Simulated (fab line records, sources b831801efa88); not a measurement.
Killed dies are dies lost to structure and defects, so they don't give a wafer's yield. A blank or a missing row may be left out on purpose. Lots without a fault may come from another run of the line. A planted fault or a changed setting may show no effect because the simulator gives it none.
A struck lot beside a sound one | flow sky130 | 43 steps out of a route of 708
Sound: wafers L148.2, L148.3, L148.5. Struck: wafer L164.1. (L164.2, L164.3 of the same lot were not struck and are left out.) The cause comes at the end.
At each step with rows: each side's tool, then ch and its chambers, then its first start. Under that, the readings that differ: sound wafers | struck wafers | difference of the means | sigmas: that difference in standard deviations of wafers without a fault.
alike: readings whose means differ by less than 2 such deviations, and words and numbers that are the same on both sides. not compared: withheld readings, readings that some wafer has no value for, bounds like >300 that may hide the same value, and numbers for which the record gives no deviation and whose values overlap.
The two part at a step that has a row with sigmas, a row that says differs or no value, or rows on one side only. Numbers that don't overlap but have no deviation are shown without sigmas and don't part them. A reading that every wafer of one side lacks parts them only if that side has two wafers or more.

first, 1 step without rows for these wafers: SKY_LDD_HVP_IMPLANT_08.
SKY_LDD_HVP_STRIP_09: strips in O2/N2.
  sound on plasma_asher-03 ch 0, day 21 14:29; struck on plasma_asher-03 ch 1, day 27 10:20
  alike: drypump_motor_current_A, oes_product_au, strip_time_to_endpoint_s
  not compared: rf_hours_counter_h
SKY_LDD_HVP_TW_MEAS_10:
  sound on film_metro-02, day 21 14:36; struck on film_metro-03, day 27 10:26
  alike: LDD_HVP_TW
then, 7 steps without rows for these wafers: SKY_LDD_LDN_DEHYDRATE_00 (time 60 s); SKY_LDD_LDN_HMDS_01 (prime time 60 s); SKY_LDD_LDN_COAT_02 (resist thk 1140 nm); SKY_LDD_LDN_SOFTBAKE_03 (time 60 s); SKY_LDD_LDN_EXPOSE_04 (exposes mask LDNTM, target cd 700 nm); SKY_LDD_LDN_PEB_05; SKY_LDD_LDN_DEVELOP_06 (develop time 60 s).
SKY_LDD_LDN_OVL_MEAS_07:
  sound on overlay-02, day 22 20:31; struck on overlay-02, day 28 15:03
  alike: LDD_LDN_OVL
then, 1 step without rows for these wafers: SKY_LDD_LDN_IMPLANT_08.
SKY_LDD_LDN_IMPLANT_09:
  sound on implanter-04 ch 0, day 22 20:43; struck on implanter-02 ch 0, day 28 15:14
  alike: end_station_pressure_torr
then, 2 steps without rows for these wafers: SKY_LDD_LDN_IMPLANT_10; SKY_LDD_LDN_IMPLANT_11.
SKY_LDD_LDN_STRIP_12: strips in O2/N2.
  sound on plasma_asher-04 ch 0,1, day 22 21:08; struck on plasma_asher-03 ch 0, day 28 15:41
  alike: drypump_motor_current_A, oes_product_au, strip_time_to_endpoint_s
  not compared: rf_hours_counter_h
SKY_LDD_LDN_TW_MEAS_13:
  sound on film_metro-01, day 22 21:15; struck on film_metro-04, day 28 15:47
  alike: LDD_LDN_TW
then, 2 steps without rows for these wafers: SKY_LDD_LDN_CLEAN_14 (cleans in SC1/SC2, time 150 s); SKY_SPACER_CVD_00 (deposits Si3N4 from DCS/NH3, target thk 43.1 nm, time 740 s).
SKY_SPACER_THK_MEAS_01:
  sound on film_metro-01, day 22 22:34; struck on film_metro-04, day 28 17:06
  reading                | sound          | struck | difference | sigmas
  SPACER_CVD_00_THK (nm) | 41.7 41.7 41.9 | 43.2   | +1.4       | +3
then, 9 steps without rows for these wafers: SKY_SPACER_ETCHBACK_02 (etches Si3N4 in CH3F/O2, stops on SiO2, time 46.7 s, target depth 45 nm); SKY_POLY_CUT_DEHYDRATE_00 (time 60 s); SKY_POLY_CUT_HMDS_01 (prime time 60 s); SKY_POLY_CUT_COAT_02 (resist thk 60 nm); SKY_POLY_CUT_COAT_03 (resist thk 450 nm); SKY_POLY_CUT_SOFTBAKE_04 (time 90 s); SKY_POLY_CUT_EXPOSE_05 (exposes mask NPCM, target cd 270 nm); SKY_POLY_CUT_PEB_06; SKY_POLY_CUT_DEVELOP_07 (develop time 60 s).
SKY_POLY_CUT_CD_MEAS_08: target cd 270 nm.
  sound on cd_sem-01, day 24 04:29; struck on cd_sem-02, day 29 20:52
  alike: cd_nm
SKY_POLY_CUT_OVL_MEAS_09:
  sound on overlay-01, day 24 04:35; struck on overlay-02, day 29 20:59
  alike: POLY_CUT_OVL
SKY_POLY_CUT_ETCH_10: etches BARC in N2/H2, stops on SiO2, time 45.9 s, target depth 60 nm.
  sound on rie_diel-03 ch 1,3, day 24 04:37; struck on rie_diel-03 ch 2, day 29 21:01
  reading               | sound             | struck | difference | sigmas
  oes_product_au (a.u.) | 0.865 0.859 0.862 | 0.850  | -0.012     | -3
  alike: drypump_motor_current_A, throttle_valve_pct
  not compared: rf_hours_counter_h
SKY_POLY_CUT_ETCH_11: etches Si3N4 in CF4/CH2F2/Ar, stops on poly-Si, time 42.5 s, target depth 60 nm.
  sound on rie_diel-03 ch 1,3, day 24 04:40; struck on rie_diel-03 ch 2, day 29 21:04
  alike: cf4_flow_sccm, drypump_motor_current_A, oes_product_au, throttle_valve_pct
  not compared: rf_hours_counter_h
SKY_POLY_CUT_STRIP_12: strips in O2/N2.
  sound on plasma_asher-04 ch 0,1, day 24 04:42; struck on plasma_asher-02 ch 1, day 29 21:06
  alike: drypump_motor_current_A, oes_product_au, strip_time_to_endpoint_s
  not compared: rf_hours_counter_h
then, 7 steps without rows for these wafers: SKY_SD_P_DEHYDRATE_00 (time 60 s); SKY_SD_P_HMDS_01 (prime time 60 s); SKY_SD_P_COAT_02 (resist thk 1140 nm); SKY_SD_P_SOFTBAKE_03 (time 60 s); SKY_SD_P_EXPOSE_04 (exposes mask PSDM, target cd 380 nm); SKY_SD_P_PEB_05; SKY_SD_P_DEVELOP_06 (develop time 60 s).
SKY_SD_P_CD_MEAS_07: target cd 380 nm.
  sound on cd_sem-02, day 25 09:34; struck on cd_sem-01, day 31 00:05
  alike: cd_nm
-- the record jumps here: 19 days lie between the struck wafers' starts before and after (it left off in module SD_P and takes up again in module PAD_OPEN, whose first step shown is number 708 of the route) --
SKY_PAD_OPEN_PROBE_99:
  sound on prober-02, day 45 19:52; struck on prober-02, day 49 19:13
  reading                               | sound             | struck | difference | sigmas
  killed_at_M4_up                       | 3 5 1             | 7      | +4         | +2
  killed_at_contacts                    | 22 32 22          | 14     | -11        | -2
  model.etest.tip_sonos.rs_ohm_sq_range | 27.41 25.26 44.83 | 70.44  | +37.94     |
  alike: killed_at_M0_to_M3, killed_at_front_end, killed_at_other, killed_dies, killed_open, killed_short

WHERE THEY PART
First at SKY_SPACER_THK_MEAS_01; last, within this record, at SKY_PAD_OPEN_PROBE_99.

WHY: what the simulator had put in
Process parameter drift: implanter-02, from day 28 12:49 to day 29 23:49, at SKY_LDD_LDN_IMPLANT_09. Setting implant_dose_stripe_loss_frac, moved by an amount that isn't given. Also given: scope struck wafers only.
